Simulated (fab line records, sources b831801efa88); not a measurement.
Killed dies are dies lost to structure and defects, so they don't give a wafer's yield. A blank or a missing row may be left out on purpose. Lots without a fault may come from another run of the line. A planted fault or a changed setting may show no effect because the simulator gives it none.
Which tool did it? | flow gf180mcu | 12 lots, 36 wafers sampled, at 4 steps of a route of 602

WHAT THE GAUGES READ, wafer by wafer
GF_V5_CD_MEAS_14: target cd 260 nm.
lot  | measured     | on        | cd_nm (nm)
L934 | day 27 03:29 | cd_sem-02 | 260.8 260.4 260.2
L937 | day 28 01:19 | cd_sem-01 | 261.6 260.7 260.2
L938 | day 28 06:38 | cd_sem-01 | 260.1 259.3 259.1
L941 | day 29 17:11 | cd_sem-02 | 258.6 259.4 258.8
L942 | day 30 11:13 | cd_sem-01 | 258.3 259.6 259.6
L944 | day 30 14:33 | cd_sem-01 | 257.9 257.9 257.7
L943 | day 30 20:47 | cd_sem-01 | 260.8 261.8 262.4
L946 | day 31 05:33 | cd_sem-02 | 258.9 260.8 259.3
L949 | day 31 15:40 | cd_sem-02 | 272.5 272.3 272.1 272.2 272.5 272.0
L951 | day 32 07:23 | cd_sem-02 | 267.8 268.7 269.6 267.9 269.0 269.3
L955 | day 33 08:40 | cd_sem-01 | 259.1 258.1 258.5
L954 | day 33 09:16 | cd_sem-02 | 259.7 260.1 260.9

WHICH TOOL RAN EACH LOT (tool, then ch and the chambers of the sampled wafers, then the start)
lot  | GF_V4_STRIP_18                       | GF_MIM_CVD_05                   | GF_V5_EXPOSE_11
L934 | plasma_asher-03 ch 0,1, day 24 09:43 | pecvd-02 ch 1,2, day 24 11:10   | krf_scanner-02 ch 0, day 26 17:48
L937 | plasma_asher-01 ch 0,1, day 25 08:38 | pecvd-03 ch 1,2, day 25 10:04   | krf_scanner-02 ch 0, day 27 15:31
L938 | plasma_asher-01 ch 0,1, day 25 14:08 | pecvd-02 ch 0,2, day 25 15:34   | krf_scanner-02 ch 0, day 27 20:56
L941 | plasma_asher-01 ch 0,1, day 27 03:02 | pecvd-01 ch 0,1,2, day 27 04:30 | krf_scanner-02 ch 0, day 29 08:24
L942 | plasma_asher-01 ch 0,1, day 27 23:01 | pecvd-02 ch 0,1,2, day 28 00:27 | krf_scanner-01 ch 0, day 30 02:23
L944 | plasma_asher-01 ch 0, day 28 03:43   | pecvd-03 ch 1,2, day 28 05:10   | krf_scanner-01 ch 0, day 30 05:52
L943 | plasma_asher-03 ch 0,1, day 28 08:23 | pecvd-02 ch 0,2, day 28 09:52   | krf_scanner-01 ch 0, day 30 11:17
L946 | plasma_asher-01 ch 0,1, day 28 18:28 | pecvd-01 ch 0,1,2, day 28 19:55 | krf_scanner-01 ch 0, day 30 20:43
L949 | plasma_asher-01 ch 0,1, day 29 05:58 | pecvd-03 ch 0,1, day 29 07:25   | krf_scanner-02 ch 0, day 31 07:23
L951 | plasma_asher-03 ch 0,1, day 29 23:08 | pecvd-03 ch 0,2, day 30 00:34   | krf_scanner-02 ch 0, day 31 22:40
L955 | plasma_asher-02 ch 0,1, day 31 02:25 | pecvd-02 ch 0,2, day 31 03:49   | krf_scanner-01 ch 0, day 33 00:53
L954 | plasma_asher-03 ch 1, day 31 03:22   | pecvd-03 ch 1,2, day 31 04:49   | krf_scanner-01 ch 0, day 33 01:29
- GF_V4_STRIP_18: strips in O2/N2.
- GF_MIM_CVD_05: deposits Si3N4, target thk 42 nm, time 29.086 s.
- GF_V5_EXPOSE_11: exposes mask Via5, target cd 260 nm.

WHAT THE TOOLS THEMSELVES READ (means of the sampled wafers that have a number; where no wafer has one, the mark that the record gives instead)
GF_V4_STRIP_18.
lot  | tool            | drypump_motor_current_A (A) | heater_power_w (W) | oes_product_au (a.u.) | platen_temp_c (C)
L934 | plasma_asher-03 | 5.2                         | 355                | 0.593                 | 249.89
L937 | plasma_asher-01 | 5.9                         | 337                | 0.591                 | 250.00
L938 | plasma_asher-01 | 5.8                         | 326                | 0.595                 | 250.22
L941 | plasma_asher-01 | 5.9                         | 337                | 0.595                 | 250.07
L942 | plasma_asher-01 | 5.9                         | 344                | 0.590                 | 249.95
L944 | plasma_asher-01 | 5.7                         | 306                | 0.590                 | 250.04
L943 | plasma_asher-03 | 5.4                         | 350                | 0.595                 | 249.96
L946 | plasma_asher-01 | 5.9                         | 335                | 0.596                 | 249.95
L949 | plasma_asher-01 | 5.8                         | 323                | 0.594                 | 249.98
L951 | plasma_asher-03 | 5.2                         | 354                | 0.592                 | 249.98
L955 | plasma_asher-02 | 6.1                         | 337                | 0.590                 | 250.06
L954 | plasma_asher-03 | 5.1                         | 356                | 0.596                 | 250.12

GF_MIM_CVD_05.
lot  | tool     | heater_power_outer_w (W) | heater_power_w (W)
L934 | pecvd-02 | 359                      | 570
L937 | pecvd-03 | 346                      | 613
L938 | pecvd-02 | 346                      | 602
L941 | pecvd-01 | 371                      | 623
L942 | pecvd-02 | 376                      | 648
L944 | pecvd-03 | 396                      | 682
L943 | pecvd-02 | 412                      | 738
L946 | pecvd-01 | 381                      | 623
L949 | pecvd-03 | 321                      | 548
L951 | pecvd-03 | 394                      | 624
L955 | pecvd-02 | 399                      | 669
L954 | pecvd-03 | 384                      | 668

GF_V5_EXPOSE_11.
lot  | tool           | exposure_dose_mJ_cm2
L934 | krf_scanner-02 | 37.79
L937 | krf_scanner-02 | 37.77
L938 | krf_scanner-02 | 37.82
L941 | krf_scanner-02 | 37.82
L942 | krf_scanner-01 | 38.01
L944 | krf_scanner-01 | 38.05
L943 | krf_scanner-01 | 38.02
L946 | krf_scanner-01 | 38.01
L949 | krf_scanner-02 | 41.18
L951 | krf_scanner-02 | 40.53
L955 | krf_scanner-01 | 37.97
L954 | krf_scanner-01 | 37.98

THE ANSWER, worked out from the rows above alone
Rule: what is usual is taken from the lots themselves. Put in order of their means at a reading, lots are off if they are a third of the lots or fewer, leave a main group of 4 or more, and stand apart from it by a gap of 3 or more times the standard deviation of the main group's means; of several such gaps the widest counts. A main group whose means are all the same, to the digits that the tables above print for the reading, isn't used. A lot without any number at a reading at which 4 lots or more have one is off too. The other lots that the step has rows for count as sound. The gauges are gone through in route order, then the tools' own readings, and for those a lot's mean is taken as printed above. The first step at which some lot is off is used, and at that step the reading that is off furthest; a lot without a number counts as furthest.
Off: L949, L951, at GF_V5_CD_MEAS_14 (cd_nm). The main group: mean 259.7 nm, standard deviation 1.1.
A tool fits if, at a process step before that reading, it ran every lot that is off, and no sound lot after the first of them. The gauges at GF_V5_CD_MEAS_14 aren't tried: what is off there is off at GF_V5_EXPOSE_11 too, on other tools, and a gauge's error can't cause that. One fits: krf_scanner-02 at GF_V5_EXPOSE_11. Its last sound lot is L941 (day 29 08:24), its first lot that is off L949 (day 31 07:23): a fault that began between those two fits.
The tool's own readings at GF_V5_EXPOSE_11 bear it out: on the lots that are off they differ by more than 5 times the standard deviation of the sound lots' means. exposure_dose_mJ_cm2 reads 40.86 there against 37.92 on the sound lots.

WHAT THE SIMULATOR HAD PUT IN
Process parameter drift: krf_scanner-02, from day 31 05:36 on, at GF_V5_EXPOSE_11. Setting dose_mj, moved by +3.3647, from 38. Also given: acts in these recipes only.
Lots struck among those shown: L949, L951. The rule above found the same.
